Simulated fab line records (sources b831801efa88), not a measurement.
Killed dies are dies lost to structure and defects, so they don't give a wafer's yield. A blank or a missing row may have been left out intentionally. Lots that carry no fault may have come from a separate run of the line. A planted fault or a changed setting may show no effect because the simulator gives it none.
Comparing a struck lot with a sound one    flow sky130    17 steps out of a route of 708
Sound: the wafers L160.2, L160.4, L160.6. Wafers struck: L155.3, L155.4, L155.5. The cause is named last.
Per side, at each step with rows, come the tool, then ch with its chambers, and then its first start. Under that, the readings that differ: sound wafers    struck wafers    difference of the means    sigmas: that difference in standard deviations of wafers without a fault.
alike: readings with means less than 2 such deviations apart, plus words and numbers identical on both sides. not compared: withheld readings, readings lacking a value on some wafer, bounds such as >300 that could conceal the same value, and numbers that have no deviation in the record and whose values overlap.
A row with sigmas, a row that says differs or no value, or rows on one side alone: a step with any of these is where the two part. Non-overlapping numbers with no deviation appear without sigmas and do not part them. A reading missing from all wafers of one side parts the sides only when that side holds two or more wafers.

SKY_VIA3_CMP_02: polishes SiO2.
  sound on cmp-01 ch 2,3, day 44 00:25; struck on cmp-02 ch 1,2,3, day 42 10:19
  alike: motor_current_A
SKY_VIA3_BOW_MEAS_03:
  struck on film_metro-04, day 42 10:34; sound on film_metro-04, day 44 00:41
  alike: VIA3_BOW
then, 8 steps without rows for these wafers: SKY_VIA3_DEHYDRATE_04 (time 60 s); SKY_VIA3_HMDS_05 (prime time 60 s); SKY_VIA3_COAT_06 (resist thk 60 nm); SKY_VIA3_COAT_07 (resist thk 450 nm); SKY_VIA3_SOFTBAKE_08 (time 90 s); SKY_VIA3_EXPOSE_09 (exposes mask VIM3, target cd 200 nm); SKY_VIA3_PEB_10; SKY_VIA3_DEVELOP_11 (develop time 60 s).
SKY_VIA3_CD_MEAS_12 targets a cd of 200 nm.
  struck on cd_sem-02, day 43 09:04; sound on cd_sem-01, day 44 23:34
reading     sound              struck             difference  sigmas
cd_nm (nm)  201.0 202.9 202.4  197.6 199.0 198.4  -3.8        -2
SKY_VIA3_OVL_MEAS_13:
  struck on overlay-02, day 43 09:10; sound on overlay-01, day 44 23:41
  alike: VIA3_OVL
SKY_VIA3_ETCH_14: etches BARC in N2/H2, stops on SiO2, time 45.9 s, target depth 60 nm.
  sound on rie_diel-03 ch 0,3, day 44 23:43; struck on rie_diel-01 ch 1,2,3, day 43 09:11
  no value came back on the struck wafers for any of 6 readings (bias_w (W), chamber_pressure_mTorr (mTorr) and others); on the sound wafers bias_w (W) reads 99.2 100.1 99.8
reading                                      sound              struck         difference  sigmas
model.KrF-thick_of_VIA3_COAT_07.thk_nm (nm)  394.5 392.3 393.6  435.5 435 434  +41.4       
  not compared: rf_hours_counter_h
SKY_VIA3_ETCH_15: etches SiO2 in C4F8/O2/Ar, stops on TiN, target depth 507 nm, time 78 s.
  sound on rie_diel-03 ch 0,3, day 44 23:45; struck on rie_diel-01 ch 1,2,3, day 43 09:13
reading                                      sound              struck             difference  sigmas
oes_product_au (a.u.)                        0.945 0.953 0.942  0.369 0.384 0.382  -0.568      -99 or more
model.KrF-thick_of_VIA3_COAT_07.thk_nm (nm)  294 290.3 293.5    334.4 335.1 330.9  +40.9       
  alike: bias_w, chamber_pressure_mTorr
  not compared: rf_hours_counter_h
SKY_VIA3_STRIP_16: strips in O2/N2.
  sound on plasma_asher-02 ch 0,1, day 44 23:49; struck on plasma_asher-01 ch 0,1, day 43 09:19
reading                       sound              struck             difference  sigmas
oes_product_au (a.u.)         0.397 0.405 0.400  0.423 0.420 0.417  +0.019      +4
strip_time_to_endpoint_s (s)  4.163 4.114 4.138  4.583 4.596 4.551  +0.438      +16
  alike: drypump_motor_current_A, n2_flow_sccm
  not compared: rf_hours_counter_h
then, 1 step without rows for these wafers: SKY_VIA3_STRIP_17 (strips in post etch residue remover, time 1200 s).
-- the record jumps here: 5 days lie between the struck wafers' starts before and after (it left off in module VIA3 and takes up again in module PAD_OPEN, whose first step shown is number 708 of the route) --
SKY_PAD_OPEN_PROBE_99:
  struck on prober-02, day 48 20:29; sound on prober-01, day 50 03:22
reading                   sound           struck          difference  sigmas
defect_limited_yield (%)  84.6 81.5 83.3  0 0 0           -83         -46
killed_at_M0_to_M3        41 40 38        460 447 443     +410        +65
killed_dies               76 91 82        492 492 492     +409        +46
killed_on_rim             10 17 12        96 96 96        +83         +21
sort_bin_5_function (%)   8.5 12.4 10.0   94.7 93.1 93.3  +83.4       +56
sort_n_pass               416 401 410     0 0 0           -409        -46
sort_yield_pct (%)        84.6 81.5 83.3  0 0 0           -83         -46
  alike: killed_at_M4_up, killed_at_contacts, killed_at_front_end, killed_at_other, killed_open, killed_short, sort_bin_3_pad_short, sort_bin_6_memory

== WHERE THEY PART ==
First at SKY_VIA3_CD_MEAS_12; last, within this record, at SKY_PAD_OPEN_PROBE_99.

WHY: what had been put in by the simulator
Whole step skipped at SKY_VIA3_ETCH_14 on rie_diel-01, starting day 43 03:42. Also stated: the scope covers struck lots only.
